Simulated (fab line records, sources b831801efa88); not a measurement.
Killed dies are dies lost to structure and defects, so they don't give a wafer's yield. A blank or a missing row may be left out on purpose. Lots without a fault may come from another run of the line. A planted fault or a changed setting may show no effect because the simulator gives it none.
Split-lot experiment | flow sfq_line | 5 lots, 23 wafers read, on a route of 325 steps

THE SPLIT
At SFQ_TRILAYER_M4_DEP_SPUTTER_091 (material Nb, target thk 200 nm, time 133.3 s), the setting power_w was moved away from the recipe's 2000 W on 6 of the 23 wafers read, by -3.8% to +7.6%. The other wafers ran this setting at the recipe's value.

The file shows no step between the split and the reading.

THE READING
M4_NB_RS, in ohm/sq, at SFQ_M4_RS_MEAS_924 (measures by four-point-probe). Fault-free wafers of this fab line usually give 0.883 ohm/sq, standard deviation 0.015 ohm/sq.

wafer  | tool, chamber at the split | power_w as run, W | against the recipe | M4_NB_RS, ohm/sq | against lot-mates on the recipe
L074.1 | pvd_sputter-05, -          | 2000              | recipe             | 0.873            | -
L074.2 | pvd_sputter-05, -          | 2000              | recipe             | 0.880            | -
L074.5 | pvd_sputter-05, -          | 2000              | recipe             | 0.873            | -
L075.1 | pvd_sputter-06, -          | 2000              | recipe             | 0.894            | -
L075.2 | pvd_sputter-06, -          | 2000              | recipe             | 0.885            | -
L075.3 | pvd_sputter-06, -          | 2000              | recipe             | 0.886            | -
L075.5 | pvd_sputter-06, -          | 2000              | recipe             | 0.899            | -
L075.6 | pvd_sputter-06, -          | 2000              | recipe             | 0.894            | -
L079.1 | pvd_sputter-04, -          | 1923              | -3.8%              | 0.928            | +0.032
L079.3 | pvd_sputter-04, -          | 2000              | recipe             | 0.898            | -
L079.4 | pvd_sputter-04, -          | 2000              | recipe             | 0.890            | -
L079.5 | pvd_sputter-04, -          | 2000              | recipe             | 0.901            | -
L079.6 | pvd_sputter-04, -          | 1923              | -3.8%              | 0.919            | +0.023
L080.1 | pvd_sputter-05, -          | 2152              | +7.6%              | 0.816            | -0.048
L080.2 | pvd_sputter-05, -          | 2152              | +7.6%              | 0.815            | -0.049
L080.3 | pvd_sputter-05, -          | 2000              | recipe             | 0.862            | -
L080.4 | pvd_sputter-05, -          | 2000              | recipe             | 0.865            | -
L080.5 | pvd_sputter-05, -          | 2000              | recipe             | 0.865            | -
L082.1 | pvd_sputter-04, -          | 2146              | +7.3%              | 0.839            | -0.059
L082.2 | pvd_sputter-04, -          | 2146              | +7.3%              | 0.840            | -0.058
L082.3 | pvd_sputter-04, -          | 2000              | recipe             | 0.913            | -
L082.4 | pvd_sputter-04, -          | 2000              | recipe             | 0.894            | -
L082.6 | pvd_sputter-04, -          | 2000              | recipe             | 0.888            | -

THE FIT
A straight line over all 23 wafers: M4_NB_RS changes by -0.00818 ohm/sq for each +1% of power_w; r = -0.89; the points scatter about the line by 0.014 ohm/sq.
The same after taking each lot's own level away (the mean of its wafers on the recipe; 23 wafers): -0.00716 ohm/sq for each +1%; r = -0.97; scatter 0.0061 ohm/sq.
On that fit, the largest move of power_w shifts the reading by 0.054 ohm/sq.
The lots' own levels span 0.8640 to 0.8983 ohm/sq, that is 2.3 times the standard deviation above.
So the lot-to-lot level changes the slope: the two fits differ.
Check: with one of the wafers moved furthest among these (+7.6%) left out of the fit, the line predicts -0.0565 ohm/sq for it against its lot-mates. It came out at -0.048 ohm/sq against them.

OTHER SPLITS ON THESE WAFERS
These wafers also went through other splits before the reading. Each is held against what the fit with the lots' levels taken away leaves over:
other split on the same wafers                    | wafers away from the commonest value | r with M4_NB_RS (lot level and that fit taken away)
SFQ_TRILAYER_I1_VIA_LITHO_COAT_049 resist_thk_nm  | 9                                    | -0.03
SFQ_TRILAYER_M2_LITHO_EXPOSE_058 dose_mj          | 9                                    | -0.16
SFQ_TRILAYER_I2_CMP_CMP_064 down_force_psi        | 8                                    | -0.14
SFQ_TRILAYER_I2_VIA_LITHO_COAT_072 resist_thk_nm  | 5                                    | +0.13
SFQ_TRILAYER_I3_CMP_CMP_082 leave_above_ref_nm    | 8                                    | -0.05
SFQ_TRILAYER_I3_VIA_BARC_OPEN_VIA_ETCH_121 bias_w | 6                                    | -0.04

THE WHOLE CHAIN: every reading that the file lists as answering this split, in the file's order
step                            | what it does                                 | reading                                                                                   | change (the file's fit)              | r (the file's)
SFQ_TRILAYER_M4_DEP_SPUTTER_091 | material Nb, target thk 200 nm, time 133.3 s | Nb_of_TRILAYER_M4_DEP_SPUTTER_091.thk_nm (the simulator's own value, which no gauge read) | +1.7 nm for each +1% of the setting  | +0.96
SFQ_M4_RS_MEAS_924              | measures by four-point-probe                 | M4_NB_RS                                                                                  | -0.00716 for each +1% of the setting | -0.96

THE FILE'S OWN FIT
M4_NB_RS changes by -0.00716 ohm/sq for each +1% of power_w, r = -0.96.
